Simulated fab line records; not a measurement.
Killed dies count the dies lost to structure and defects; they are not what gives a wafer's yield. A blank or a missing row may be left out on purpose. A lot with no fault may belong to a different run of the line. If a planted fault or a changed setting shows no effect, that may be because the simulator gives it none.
2 desks, one fault :: flow gf180mcu :: each desk has only its own numbers; what lay behind them comes last

## AT THE METROLOGY DESK
What the gauges read, lot by lot, whatever tool the lot ran on: means of the sampled wafers that have a number. If a lot's mean is further than 4 standard deviations from the usual mean, the lot is out of limits and carries the mark OUT (the distance appears in the brackets).
Columns: A = LVPWELL_TW at GF_LVPWELL_TW_MEAS_11, usual 564; B = MVPSD_OVL at GF_MVPSD_OVL_MEAS_07, usual -0.3 nm; C = LVPWELL_RS at GF_VT_IMPLANT_RS_MEAS_48, usual 1197.0 ohm/sq; D = HV_LDD_CVD_56_THK at GF_HV_LDD_THK_MEAS_57, usual 90.2 nm
lot: L251
first seen here: day 4 05:13
A: 557
B: -1.0
C: 1197.9
D: 90.6

lot: L252
first seen here: day 4 09:45
A: 555
B: -1.9
C: 1199.0
D: 91.1

lot: L253
first seen here: day 4 14:19
A: 575
B: -0.1
C: 1195.7
D: 91.5

lot: L254
first seen here: day 4 19:54
A: 558
B: -0.6
C: 1192.9
D: 90.8

lot: L256
first seen here: day 5 07:09
A: 560
B: -2.1
C: 1200.0
D: 90.3

lot: L257
first seen here: day 5 16:59
A: 553
B: -2.4
C: 1196.9
D: 90.0

lot: L259
first seen here: day 6 00:34
A: 554
B: -0.4
C: 1199.9
D: 89.4

lot: L265
first seen here: day 7 09:36
A: 590
B: 1.2
C: 1144.7 (-20) OUT
D: 90.5

lot: L266
first seen here: day 7 13:33
A: 604 (+4.5) OUT
B: 0.4
C: 1090.7 (-41) OUT
D: 91.1

lot: L268
first seen here: day 8 07:03
A: 566
B: 1.2
C: 1159.8 (-14) OUT
D: 90.1

lot: L272
first seen here: day 9 02:24
A: 573
B: -0.4
C: 1196.4
D: 89.8

lot: L271
first seen here: day 9 03:07
A: 574
B: -1.4
C: 1196.7
D: 90.8

lot: L273
first seen here: day 9 07:06
A: 559
B: 0.6
C: 1197.0
D: 90.7
This desk's finding: out of limits on L265, L266, L268; first on L266, day 7 13:33 (LVPWELL_TW at GF_LVPWELL_TW_MEAS_11). In limits: L251, L252, L253, L254, L256, L257, L259, L272, L271, L273.

## THE TOOL OWNER'S DESK: implanter-02
The tool's own readings at GF_LVPWELL_IMPLANT_08: means of the sampled wafers that have a number, for each lot that ran on this tool. If a lot's mean is further than 4 standard deviations from the usual mean, the lot is out of limits and carries the mark OUT (the distance appears in the brackets).
Columns: A = beamOnS at GF_LVPWELL_IMPLANT_08, usual 10.00 s; B = faradayCurrentUA at GF_LVPWELL_IMPLANT_08, usual 84.5
lot: L251
first seen here: day 4 04:49
A: 10.02
B: 84.3

lot: L252
first seen here: day 4 09:21
A: 9.89
B: 85.6

lot: L253
first seen here: day 4 13:55
A: 10.20
B: 82.8

lot: L254
first seen here: day 4 19:30
A: 10.14
B: 83.3

lot: L256
first seen here: day 5 06:45
A: 10.04
B: 84.3

lot: L257
first seen here: day 5 16:36
A: 10.04
B: 84.2

lot: L265
first seen here: day 7 09:12
A: 11.14 (+5.7) OUT
B: 76.5 (-4.7) OUT

lot: L266
first seen here: day 7 13:09
A: 11.66 (+8.3) OUT
B: 72.2 (-7.2) OUT

lot: L268
first seen here: day 8 06:39
A: 10.82 (+4.1) OUT
B: 78.7
This desk's verdict: out of limits on L265, L266, L268, starting with L265 at day 7 09:12 (beamOnS at GF_LVPWELL_IMPLANT_08). In limits: L251, L252, L253, L254, L256, L257.

## PUT TOGETHER
On L265, L266, L268, at day 7 09:12, an alarm was possible from the tool owner's desk.
An alarm was possible from the metrology desk at day 7 13:33, on L265, L266, L268.
The lots listed all ran GF_LVPWELL_IMPLANT_08 on implanter-02.

## WHAT THE SIMULATOR HAD PUT IN
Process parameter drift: implanter-02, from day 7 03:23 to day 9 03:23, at GF_LVPWELL_IMPLANT_08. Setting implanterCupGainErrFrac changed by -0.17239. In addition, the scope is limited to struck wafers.
Shown lots that were struck: L265, L266, L268.
Hours from the fault's start to each desk's first reading out of limits: the tool owner's desk, 6; the metrology desk, 10.
